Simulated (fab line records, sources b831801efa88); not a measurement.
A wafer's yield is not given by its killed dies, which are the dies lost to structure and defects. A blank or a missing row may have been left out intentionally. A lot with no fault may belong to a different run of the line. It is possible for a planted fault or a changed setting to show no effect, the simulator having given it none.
Which of the tools did it? | flow sfqLine | 14 lots with 42 wafers sampled at 6 steps, on a route of 325 steps

## WHAT THE GAUGES SHOWED, per wafer
SFQ_M0_RS_MEAS_904: uses a four-point probe to measure. Usual: M0_NB_RS gives 0.890 ohm/sq (standard deviation 0.0092).
lot  | measured     | on           | M0_NB_RS (ohm/sq) | flag
L909 | day 5 07:28  | filmMetro-03 | 0.899 0.885 0.891 | 
L911 | day 5 16:29  | filmMetro-03 | 0.890 0.890 0.883 | 
L913 | day 6 01:28  | filmMetro-04 | 0.888 0.890 0.886 | 
L914 | day 6 12:17  | filmMetro-03 | 0.882 0.893 0.898 | 
L915 | day 6 18:17  | filmMetro-03 | 0.877 0.887 0.887 | 
L917 | day 9 21:43  | filmMetro-04 | 0.883 0.884 0.884 | 
L918 | day 10 06:07 | filmMetro-04 | 0.883 0.915 0.893 | 
L919 | day 10 10:53 | filmMetro-03 | 0.877 0.869 0.870 | 
L922 | day 11 08:50 | filmMetro-02 | 0.886 0.871 0.909 | 
L923 | day 11 17:50 | filmMetro-04 | 0.900 0.887 0.906 | 
L926 | day 12 12:28 | filmMetro-03 | 0.893 0.899 0.901 | 
L928 | day 13 05:16 | filmMetro-04 | 0.883 0.890 0.895 | 
L929 | day 13 11:14 | filmMetro-02 | 0.883 0.882 0.879 | 
L930 | day 13 17:14 | filmMetro-04 | 0.899 0.896 0.895 | 

SFQ_M1_RS_MEAS_909: uses a four-point probe to measure. Usual: M1_NB_RS gives 0.883 ohm/sq (standard deviation 0.013).
lot  | measured     | on           | M1_NB_RS (ohm/sq) | flag
L909 | day 12 21:05 | filmMetro-04 | 0.897 0.861 0.871 | 
L911 | day 13 10:08 | filmMetro-01 | 0.871 0.863 0.894 | 
L913 | day 14 12:17 | filmMetro-04 | 0.864 0.862 0.867 | 
L914 | day 14 17:06 | filmMetro-02 | 0.871 0.887 0.868 | 
L915 | day 15 06:54 | filmMetro-04 | 0.905 0.895 0.892 | 
L917 | day 15 08:51 | filmMetro-04 | 0.883 0.879 0.887 | 
L918 | day 15 12:37 | filmMetro-02 | 0.878 0.868 0.878 | 
L919 | day 15 18:51 | filmMetro-01 | 0.873 0.876 0.881 | 
L922 | day 16 18:22 | filmMetro-01 | 0.888 0.891 0.878 | 
L923 | day 17 06:34 | filmMetro-04 | 0.906 0.895 0.898 | 
L926 | day 24 13:16 | filmMetro-01 | 0.898 0.888 0.895 | 
L928 | day 25 19:52 | filmMetro-04 | 0.901 0.598 0.878 | OFF
L929 | day 26 01:51 | filmMetro-01 | 0.904 0.594 0.901 | OFF
L930 | day 26 07:38 | filmMetro-02 | 0.902 0.901 0.894 | 

SFQ_I1_BOW_MEAS_912. Usual: I1_BOW gives 1 um (standard deviation 8.1).
lot  | measured     | on           | I1_BOW (um) | flag
L909 | day 18 08:44 | filmMetro-01 | -11 -3 -14  | 
L911 | day 19 04:50 | filmMetro-02 | -8 -1 -9    | 
L913 | day 20 13:10 | filmMetro-02 | 4 7 3       | 
L914 | day 20 20:23 | filmMetro-02 | 7 7 14      | 
L915 | day 21 19:11 | filmMetro-01 | 0 -4 1      | 
L917 | day 21 23:25 | filmMetro-01 | 6 -1 -4     | 
L918 | day 22 05:25 | filmMetro-02 | 3 12 12     | 
L919 | day 22 13:10 | filmMetro-02 | -1 5 -12    | 
L922 | day 23 13:44 | filmMetro-01 | -12 -3 -4   | 
L923 | day 24 03:24 | filmMetro-01 | -9 0 3      | 
L926 | day 31 04:19 | filmMetro-02 | 6 3 18      | 
L928 | day 32 09:36 | filmMetro-01 | 0 -10 -5    | 
L929 | day 32 22:35 | filmMetro-03 | 5 8 6       | 
L930 | day 33 01:41 | filmMetro-02 | 5 5 14      | 

## TOOL THAT RAN EACH LOT (tool first, then ch and the chambers of the sampled wafers, then the start)
lot  | SFQ_TRILAYER_L0_BARC_OPEN_METAL_ETCH_010 | SFQ_TRILAYER_M1_DEP_SPUTTER_037 | SFQ_TRILAYER_M1_ETCH_METAL_ETCH_042
L909 | rieMetal-04 ch 0,1, day 4 13:23          | pvdSputter-04, day 12 20:59     | rieMetal-03 ch 1, day 18 04:02
L911 | rieMetal-04 ch 0,1, day 5 02:35          | pvdSputter-04, day 13 10:01     | rieMetal-02 ch 0,1, day 19 00:50
L913 | rieMetal-02 ch 0,1, day 5 16:59          | pvdSputter-04, day 14 12:11     | rieMetal-03 ch 0,1, day 20 09:11
L914 | rieMetal-04 ch 0, day 5 21:48            | pvdSputter-04, day 14 16:59     | rieMetal-03 ch 0, day 20 16:23
L915 | rieMetal-04 ch 0, day 6 03:48            | pvdSputter-05, day 15 06:47     | rieMetal-03 ch 0,1, day 21 12:55
L917 | rieMetal-04 ch 0,1, day 6 15:48          | pvdSputter-03, day 15 08:43     | rieMetal-02 ch 0,1, day 21 16:33
L918 | rieMetal-03 ch 0,1, day 6 20:36          | pvdSputter-03, day 15 12:29     | rieMetal-04 ch 0,1, day 21 23:45
L919 | rieMetal-03 ch 0, day 7 01:40            | pvdSputter-03, day 15 18:46     | rieMetal-03 ch 0,1, day 22 06:55
L922 | rieMetal-04 ch 0,1, day 7 16:04          | pvdSputter-03, day 16 18:16     | rieMetal-04 ch 0,1, day 23 09:46
L923 | rieMetal-03 ch 0,1, day 7 22:04          | pvdSputter-05, day 17 06:29     | rieMetal-04 ch 1, day 23 22:42
L926 | rieMetal-02 ch 1, day 8 11:17            | pvdSputter-05, day 24 13:10     | rieMetal-04 ch 0,1, day 31 00:03
L928 | rieMetal-03 ch 0,1, day 8 23:16          | pvdSputter-04, day 25 19:46     | rieMetal-02 ch 0,1, day 32 04:50
L929 | rieMetal-03 ch 0,1, day 9 02:52          | pvdSputter-04, day 26 01:46     | rieMetal-03 ch 0,1, day 32 11:33
L930 | rieMetal-02 ch 1, day 9 09:52            | pvdSputter-05, day 26 07:33     | rieMetal-03 ch 1, day 32 15:09
- SFQ_TRILAYER_L0_BARC_OPEN_METAL_ETCH_010: etches BARC in O2, target depth 125 nm, time 41.7 s.
- SFQ_TRILAYER_M1_DEP_SPUTTER_037: material Nb, target thk 200 nm, time 133.3 s.
- SFQ_TRILAYER_M1_ETCH_METAL_ETCH_042: etches Nb in Cl2/Ar, stops on SiO2, target depth 240 nm, time 120 s.

## AS READ BY THE TOOLS THEMSELVES (means over the sampled wafers that have a number; for cases with no such wafer, the mark the record gives instead)
SFQ_TRILAYER_L0_BARC_OPEN_METAL_ETCH_010. Usual: drypumpMotorCurrentA 5.7 A, standard deviation 0.35; oesProductAu 0.685 a.u., standard deviation 0.0052.
lot  | tool        | drypumpMotorCurrentA (A) | oesProductAu (a.u.) | flag
L909 | rieMetal-04 | 5.3                      | 0.684               | 
L911 | rieMetal-04 | 5.3                      | 0.691               | 
L913 | rieMetal-02 | 5.7                      | 0.685               | 
L914 | rieMetal-04 | 5.0                      | 0.686               | 
L915 | rieMetal-04 | 5.0                      | 0.685               | 
L917 | rieMetal-04 | 5.5                      | 0.684               | 
L918 | rieMetal-03 | 5.9                      | 0.686               | 
L919 | rieMetal-03 | 5.9                      | 0.682               | 
L922 | rieMetal-04 | 5.3                      | 0.688               | 
L923 | rieMetal-03 | 5.9                      | 0.685               | 
L926 | rieMetal-02 | 5.8                      | 0.685               | 
L928 | rieMetal-03 | 6.0                      | 0.689               | 
L929 | rieMetal-03 | 5.9                      | 0.682               | 
L930 | rieMetal-02 | 5.7                      | 0.683               | 

SFQ_TRILAYER_M1_DEP_SPUTTER_037. Usual: cathodeDcPowerW 2000.0 W, standard deviation 0.39; throttleValvePct 30.1 %, standard deviation 1.3.
lot  | tool          | cathodeDcPowerW (W) | throttleValvePct (%) | flag
L909 | pvdSputter-04 | 2000.1              | 30.2                 | 
L911 | pvdSputter-04 | 2000.1              | 30.6                 | 
L913 | pvdSputter-04 | 1999.9              | 31.1                 | 
L914 | pvdSputter-04 | 2000.1              | 31.3                 | 
L915 | pvdSputter-05 | 1999.9              | 30.4                 | 
L917 | pvdSputter-03 | 2000.3              | 28.8                 | 
L918 | pvdSputter-03 | 1999.8              | 28.7                 | 
L919 | pvdSputter-03 | 2000.0              | 29.1                 | 
L922 | pvdSputter-03 | 1999.9              | 29.3                 | 
L923 | pvdSputter-05 | 1999.9              | 31.6                 | 
L926 | pvdSputter-05 | 2000.4              | 31.1                 | 
L928 | pvdSputter-04 | 1999.8              | 30.1                 | 
L929 | pvdSputter-04 | 2000.2              | 29.3                 | 
L930 | pvdSputter-05 | 1999.3              | 30.5                 | 

SFQ_TRILAYER_M1_ETCH_METAL_ETCH_042. Usual: drypumpMotorCurrentA 5.7 A, standard deviation 0.33; oesProductAu 0.898 a.u., standard deviation 0.0087.
lot  | tool        | drypumpMotorCurrentA (A) | oesProductAu (a.u.) | flag
L909 | rieMetal-03 | 6.0                      | 0.898               | 
L911 | rieMetal-02 | 5.7                      | 0.900               | 
L913 | rieMetal-03 | 5.9                      | 0.909               | 
L914 | rieMetal-03 | 5.9                      | 0.900               | 
L915 | rieMetal-03 | 6.0                      | 0.890               | 
L917 | rieMetal-02 | 5.7                      | 0.899               | 
L918 | rieMetal-04 | 5.5                      | 0.903               | 
L919 | rieMetal-03 | 5.9                      | 0.904               | 
L922 | rieMetal-04 | 5.3                      | 0.894               | 
L923 | rieMetal-04 | 5.8                      | 0.888               | 
L926 | rieMetal-04 | 5.5                      | 0.893               | 
L928 | rieMetal-02 | 5.7                      | 0.933               | OFF
L929 | rieMetal-03 | 5.9                      | 0.921               | 
L930 | rieMetal-03 | 6.0                      | 0.886               | 

## THE ANSWER, worked out from the rows above alone
Rule: a lot is off if the mean of its wafers that have a number lies more than 3 standard deviations from the usual mean. A lot without any number at a reading at which 4 lots or more have one is off too. The other lots that the step has rows for count as sound. First the gauges in route order, then the tools' own readings, where a lot's mean is used as printed above. The first step at which some lot is off is used, and at that step the reading that is off furthest; a lot without a number counts as furthest.
Off: at SFQ_M1_RS_MEAS_909 (M1_NB_RS), L928, L929.
If a tool, at a process step before that reading, ran all the lots that are off and no sound lot after the first of them, it fits. Those tools and the gauges at SFQ_M1_RS_MEAS_909 are tried in the same way. Undecided on this evidence; 2 tools fit (rieMetal-03 at SFQ_TRILAYER_L0_BARC_OPEN_METAL_ETCH_010, pvdSputter-04 at SFQ_TRILAYER_M1_DEP_SPUTTER_037).

## WHAT WAS PUT IN BY THE SIMULATOR
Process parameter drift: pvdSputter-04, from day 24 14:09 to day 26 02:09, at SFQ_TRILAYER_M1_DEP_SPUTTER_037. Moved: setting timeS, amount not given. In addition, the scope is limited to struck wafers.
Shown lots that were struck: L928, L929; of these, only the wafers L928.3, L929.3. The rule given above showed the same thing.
